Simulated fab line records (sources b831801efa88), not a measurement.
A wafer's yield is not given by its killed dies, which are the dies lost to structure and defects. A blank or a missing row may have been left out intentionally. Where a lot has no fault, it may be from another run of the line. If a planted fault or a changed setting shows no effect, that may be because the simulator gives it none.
2 desks looking at one fault	flow gf180mcu	only its own numbers are on each desk; what lay behind them is given at the end

## FROM THE METROLOGY DESK
Lot by lot, what the gauges showed, no matter which tool ran the lot: averages of those sampled wafers that carry a number. If a lot's mean is further than 4 standard deviations from the usual mean, the lot is out of limits and carries the mark OUT (the distance appears in the brackets).
Columns: A = CONTACT_BOW at GF_CONTACT_BOW_MEAS_05, usual 66 um
lot	first seen here	A
L374	day 15 04:07	58
L375	day 15 14:07	69
L376	day 15 22:04	66
L377	day 16 06:16	59
L378	day 16 16:44	70
L389	day 20 12:40	55
L390	day 20 21:20	65
L391	day 21 03:06	59
L392	day 21 14:16	60
L393	day 22 02:20	73
L395	day 22 16:16	74
L396	day 22 22:14	64
L397	day 23 06:58	66
This desk's verdict: no lot among the 13 shows anything out of limits.

## FOR THE TOOL OWNER'S DESK: rie diel-03
The tool's own readings at GF_CONTACT_ETCH_17 (etches SiO2 in C4F8/O2/Ar, stops on CoSi2, target depth 860 nm): means of the sampled wafers that have a number, for each lot that ran on this tool. If a lot's mean is further than 4 standard deviations from the usual mean, the lot is out of limits and carries the mark OUT (the distance appears in the brackets).
Columns: A = bias w at GF_CONTACT_ETCH_17, usual 1201 W; B = oes product au at GF_CONTACT_ETCH_17, usual 0.816 a.u.
lot	first seen here	A	B
L375	day 16 12:00	1199	0.816
L376	day 16 21:00	1204	0.812
L377	day 17 05:00	1199	0.815
L378	day 17 15:00	1203	0.813
L393	day 23 01:00	1202	0.814
L396	day 23 21:00	1199	0.817
This desk's verdict: no lot among the 6 shows anything out of limits.

## BROUGHT TOGETHER
From the metrology desk's view, nothing was out of limits.
The desk of the tool owner found nothing out of limits.

## WHAT HAD BEEN PUT IN BY THE SIMULATOR
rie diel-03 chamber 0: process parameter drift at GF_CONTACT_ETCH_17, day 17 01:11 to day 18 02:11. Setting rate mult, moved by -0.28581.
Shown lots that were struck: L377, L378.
